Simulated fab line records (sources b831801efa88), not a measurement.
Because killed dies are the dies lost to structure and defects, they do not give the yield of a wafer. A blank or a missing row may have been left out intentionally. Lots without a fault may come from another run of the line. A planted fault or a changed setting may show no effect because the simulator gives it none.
What tool caused it? || flow sky130 || 39 wafers from 13 lots sampled at 5 of the route's 708 steps

WHAT EACH GAUGE READ, for each wafer
SKY_FIELD_ISO_THK_MEAS_04.
{"lot": "L313", "measured": "day 1 14:02", "on": "film_metro-02", "FIELD_ISO_CVD_03_THK (nm)": "164.6 163.3 164.4"}
{"lot": "L314", "measured": "day 1 18:29", "on": "film_metro-02", "FIELD_ISO_CVD_03_THK (nm)": "161.8 163.4 162.7"}
{"lot": "L315", "measured": "day 1 23:37", "on": "film_metro-01", "FIELD_ISO_CVD_03_THK (nm)": "166.2 165.3 165.2"}
{"lot": "L316", "measured": "day 2 05:50", "on": "film_metro-01", "FIELD_ISO_CVD_03_THK (nm)": "166.4 164.4 163.6"}
{"lot": "L318", "measured": "day 2 14:29", "on": "film_metro-01", "FIELD_ISO_CVD_03_THK (nm)": "166.3 165.2 166.2"}
{"lot": "L320", "measured": "day 3 01:02", "on": "film_metro-01", "FIELD_ISO_CVD_03_THK (nm)": "163.0 164.0 164.3"}
{"lot": "L329", "measured": "day 5 00:55", "on": "film_metro-04", "FIELD_ISO_CVD_03_THK (nm)": "163.8 164.0 164.6"}
{"lot": "L330", "measured": "day 5 06:46", "on": "film_metro-02", "FIELD_ISO_CVD_03_THK (nm)": "163.9 163.2 163.0"}
{"lot": "L331", "measured": "day 5 10:34", "on": "film_metro-02", "FIELD_ISO_CVD_03_THK (nm)": "163.5 163.8 162.0"}
{"lot": "L332", "measured": "day 5 14:46", "on": "film_metro-04", "FIELD_ISO_CVD_03_THK (nm)": "164.6 163.6 163.5"}
{"lot": "L333", "measured": "day 5 17:47", "on": "film_metro-02", "FIELD_ISO_CVD_03_THK (nm)": "164.6 163.9 164.5"}
{"lot": "L334", "measured": "day 5 23:38", "on": "film_metro-01", "FIELD_ISO_CVD_03_THK (nm)": "162.9 164.8 164.0"}
{"lot": "L335", "measured": "day 6 03:52", "on": "film_metro-04", "FIELD_ISO_CVD_03_THK (nm)": "166.7 166.4 164.4"}

SKY_NWELL_RS_MEAS_29: the measuring method here is four-point-probe.
{"lot": "L313", "measured": "day 5 05:31", "on": "film_metro-03", "NWELL_RS (ohm/sq)": "623.7 624.5 622.1"}
{"lot": "L314", "measured": "day 5 10:01", "on": "film_metro-03", "NWELL_RS (ohm/sq)": "625.1 622.3 624.2"}
{"lot": "L315", "measured": "day 5 16:58", "on": "film_metro-04", "NWELL_RS (ohm/sq)": "624.3 624.8 622.9"}
{"lot": "L316", "measured": "day 6 00:29", "on": "film_metro-03", "NWELL_RS (ohm/sq)": "615.0 614.7 614.9"}
{"lot": "L318", "measured": "day 6 12:46", "on": "film_metro-02", "NWELL_RS (ohm/sq)": "618.1 617.3 619.6"}
{"lot": "L320", "measured": "day 7 02:29", "on": "film_metro-03", "NWELL_RS (ohm/sq)": "624.7 625.4 627.0"}
{"lot": "L329", "measured": "day 9 11:13", "on": "film_metro-02", "NWELL_RS (ohm/sq)": "621.3 623.4 623.0"}
{"lot": "L330", "measured": "day 9 18:00", "on": "film_metro-02", "NWELL_RS (ohm/sq)": "625.6 627.5 626.9"}
{"lot": "L331", "measured": "day 10 01:07", "on": "film_metro-03", "NWELL_RS (ohm/sq)": "628.7 626.2 628.1"}
{"lot": "L332", "measured": "day 10 07:02", "on": "film_metro-02", "NWELL_RS (ohm/sq)": "625.2 623.7 624.3"}
{"lot": "L333", "measured": "day 10 09:16", "on": "film_metro-02", "NWELL_RS (ohm/sq)": "626.5 625.2 626.4"}
{"lot": "L334", "measured": "day 10 17:16", "on": "film_metro-03", "NWELL_RS (ohm/sq)": "625.8 624.0 626.2"}
{"lot": "L335", "measured": "day 11 02:35", "on": "film_metro-02", "NWELL_RS (ohm/sq)": "622.7 621.3 623.4"}

SKY_LDD_N_OVL_MEAS_07.
{"lot": "L313", "measured": "day 17 19:30", "on": "overlay-02", "LDD_N_OVL (nm)": "-0.2 -0.5 -1.0"}
{"lot": "L314", "measured": "day 18 01:19", "on": "overlay-02", "LDD_N_OVL (nm)": "-1.1 -0.3 -0.5"}
{"lot": "L315", "measured": "day 18 14:49", "on": "overlay-01", "LDD_N_OVL (nm)": "0.1 1.6 0.6"}
{"lot": "L316", "measured": "day 18 23:53", "on": "overlay-02", "LDD_N_OVL (nm)": "0.3 -0.3 -0.3"}
{"lot": "L318", "measured": "day 19 18:31", "on": "overlay-01", "LDD_N_OVL (nm)": "1.5 1.1 0.0"}
{"lot": "L320", "measured": "day 20 16:37", "on": "overlay-02", "LDD_N_OVL (nm)": "0.6 0.1 1.2"}
{"lot": "L329", "measured": "day 24 10:38", "on": "overlay-01", "LDD_N_OVL (nm)": "-1.0 -3.0 -0.2"}
{"lot": "L330", "measured": "day 24 09:23", "on": "overlay-01", "LDD_N_OVL (nm)": "-0.7 -1.0 -0.5"}
{"lot": "L331", "measured": "day 24 15:46", "on": "overlay-01", "LDD_N_OVL (nm)": "-0.5 0.2 -1.4"}
{"lot": "L332", "measured": "day 24 21:40", "on": "overlay-01", "LDD_N_OVL (nm)": "-1.0 -0.4 -0.6"}
{"lot": "L333", "measured": "day 25 01:50", "on": "overlay-02", "LDD_N_OVL (nm)": "1.7 0.2 1.5"}
{"lot": "L334", "measured": "day 25 09:32", "on": "overlay-01", "LDD_N_OVL (nm)": "0.5 1.2 0.0"}
{"lot": "L335", "measured": "day 26 00:49", "on": "overlay-01", "LDD_N_OVL (nm)": "0.2 -0.1 1.9"}

SKY_CONTACT_RS_MEAS_25: the measuring method here is four-point-probe.
{"lot": "L313", "measured": "day 31 18:29", "on": "film_metro-02", "CONTACT_W_RS (ohm/sq)": "0.341 0.344 0.344"}
{"lot": "L314", "measured": "day 31 22:31", "on": "film_metro-02", "CONTACT_W_RS (ohm/sq)": "0.341 0.338 0.339"}
{"lot": "L315", "measured": "day 32 07:29", "on": "film_metro-02", "CONTACT_W_RS (ohm/sq)": "0.345 0.340 0.346"}
{"lot": "L316", "measured": "day 32 18:14", "on": "film_metro-04", "CONTACT_W_RS (ohm/sq)": "0.335 0.340 0.338"}
{"lot": "L318", "measured": "day 33 08:38", "on": "film_metro-01", "CONTACT_W_RS (ohm/sq)": "0.347 0.342 0.344"}
{"lot": "L320", "measured": "day 34 06:10", "on": "film_metro-04", "CONTACT_W_RS (ohm/sq)": "0.338 0.336 0.332"}
{"lot": "L329", "measured": "day 37 11:31", "on": "film_metro-04", "CONTACT_W_RS (ohm/sq)": "0.336 0.333 0.340"}
{"lot": "L330", "measured": "day 37 10:43", "on": "film_metro-02", "CONTACT_W_RS (ohm/sq)": "0.343 0.340 0.338"}
{"lot": "L331", "measured": "day 37 18:40", "on": "film_metro-02", "CONTACT_W_RS (ohm/sq)": "0.335 0.340 0.337"}
{"lot": "L332", "measured": "day 37 20:09", "on": "film_metro-04", "CONTACT_W_RS (ohm/sq)": "0.342 0.340 0.341"}
{"lot": "L333", "measured": "day 38 01:34", "on": "film_metro-01", "CONTACT_W_RS (ohm/sq)": "0.346 0.345 0.339"}
{"lot": "L334", "measured": "day 38 07:07", "on": "film_metro-04", "CONTACT_W_RS (ohm/sq)": "0.345 0.350 0.347"}
{"lot": "L335", "measured": "day 38 21:55", "on": "film_metro-02", "CONTACT_W_RS (ohm/sq)": "0.336 0.338 0.337"}

TOOL THAT RAN EACH LOT (tool first, then ch and the chambers of the sampled wafers, then the start)
{"lot": "L313", "SKY_NWELL_IMPLANT_12": "implanter-04 ch 0, day 4 11:29"}
{"lot": "L314", "SKY_NWELL_IMPLANT_12": "implanter-04 ch 0, day 4 17:10"}
{"lot": "L315", "SKY_NWELL_IMPLANT_12": "implanter-04 ch 0, day 4 23:02"}
{"lot": "L316", "SKY_NWELL_IMPLANT_12": "implanter-04 ch 0, day 5 05:32"}
{"lot": "L318", "SKY_NWELL_IMPLANT_12": "implanter-04 ch 0, day 5 17:20"}
{"lot": "L320", "SKY_NWELL_IMPLANT_12": "implanter-01 ch 0, day 6 06:17"}
{"lot": "L329", "SKY_NWELL_IMPLANT_12": "implanter-01 ch 0, day 8 11:52"}
{"lot": "L330", "SKY_NWELL_IMPLANT_12": "implanter-01 ch 0, day 8 19:32"}
{"lot": "L331", "SKY_NWELL_IMPLANT_12": "implanter-01 ch 0, day 9 03:01"}
{"lot": "L332", "SKY_NWELL_IMPLANT_12": "implanter-04 ch 0, day 9 08:44"}
{"lot": "L333", "SKY_NWELL_IMPLANT_12": "implanter-04 ch 0, day 9 10:46"}
{"lot": "L334", "SKY_NWELL_IMPLANT_12": "implanter-04 ch 0, day 9 18:22"}
{"lot": "L335", "SKY_NWELL_IMPLANT_12": "implanter-01 ch 0, day 10 02:20"}
- SKY_NWELL_IMPLANT_12

AS READ BY THE TOOLS THEMSELVES (means over the sampled wafers that have a number; for cases with no such wafer, the mark the record gives instead)
SKY_NWELL_IMPLANT_12.
{"lot": "L313", "tool": "implanter-04", "beam_on_s (s)": 10.09, "end_station_pressure_torr (Torr)": 4.93e-06, "faraday_current_uA": 7.30}
{"lot": "L314", "tool": "implanter-04", "beam_on_s (s)": 10.19, "end_station_pressure_torr (Torr)": 5.05e-06, "faraday_current_uA": 7.21}
{"lot": "L315", "tool": "implanter-04", "beam_on_s (s)": 9.87, "end_station_pressure_torr (Torr)": 5.02e-06, "faraday_current_uA": 7.39}
{"lot": "L316", "tool": "implanter-04", "beam_on_s (s)": 12.35, "end_station_pressure_torr (Torr)": 4.94e-06, "faraday_current_uA": 5.93}
{"lot": "L318", "tool": "implanter-04", "beam_on_s (s)": 12.58, "end_station_pressure_torr (Torr)": 5.17e-06, "faraday_current_uA": 5.82}
{"lot": "L320", "tool": "implanter-01", "beam_on_s (s)": 9.81, "end_station_pressure_torr (Torr)": 4.94e-06, "faraday_current_uA": 7.48}
{"lot": "L329", "tool": "implanter-01", "beam_on_s (s)": 9.63, "end_station_pressure_torr (Torr)": 4.93e-06, "faraday_current_uA": 7.58}
{"lot": "L330", "tool": "implanter-01", "beam_on_s (s)": 9.88, "end_station_pressure_torr (Torr)": 5.22e-06, "faraday_current_uA": 7.40}
{"lot": "L331", "tool": "implanter-01", "beam_on_s (s)": 10.11, "end_station_pressure_torr (Torr)": 5.15e-06, "faraday_current_uA": 7.25}
{"lot": "L332", "tool": "implanter-04", "beam_on_s (s)": 9.74, "end_station_pressure_torr (Torr)": 5.38e-06, "faraday_current_uA": 7.50}
{"lot": "L333", "tool": "implanter-04", "beam_on_s (s)": 9.91, "end_station_pressure_torr (Torr)": 4.84e-06, "faraday_current_uA": 7.40}
{"lot": "L334", "tool": "implanter-04", "beam_on_s (s)": 10.02, "end_station_pressure_torr (Torr)": 5.26e-06, "faraday_current_uA": 7.32}
{"lot": "L335", "tool": "implanter-01", "beam_on_s (s)": 10.29, "end_station_pressure_torr (Torr)": 4.91e-06, "faraday_current_uA": 7.13}

THE ANSWER, worked out from the rows above alone
Rule: usual is defined by the lots themselves. Put in order of their means at a reading, lots are off if they are a third of the lots or fewer, leave a main group of 4 or more, and stand apart from it by a gap of 3 or more times the standard deviation of the main group's means; of several such gaps the widest counts. Not used: any main group whose means are identical at the precision the tables above print for the reading. Also off: a lot with no number at a reading for which 4 or more lots have one. The other lots that the step has rows for count as sound. After the gauges, taken in route order, come the tools' own readings; for these a lot's mean is taken, as printed above. At the first step where some lot is off, the reading lying furthest off is the one used; lots without a number count as furthest.
Off: L316, L318 (SKY_NWELL_IMPLANT_12, beam_on_s). Main group: mean 9.96 s, sd 0.19.
If a tool, at that step or one of the process steps before it, ran each lot that is off and ran no sound lot following the first of them, it fits. Not one of the candidates tried fits.

WHAT THE SIMULATOR HAD INSERTED
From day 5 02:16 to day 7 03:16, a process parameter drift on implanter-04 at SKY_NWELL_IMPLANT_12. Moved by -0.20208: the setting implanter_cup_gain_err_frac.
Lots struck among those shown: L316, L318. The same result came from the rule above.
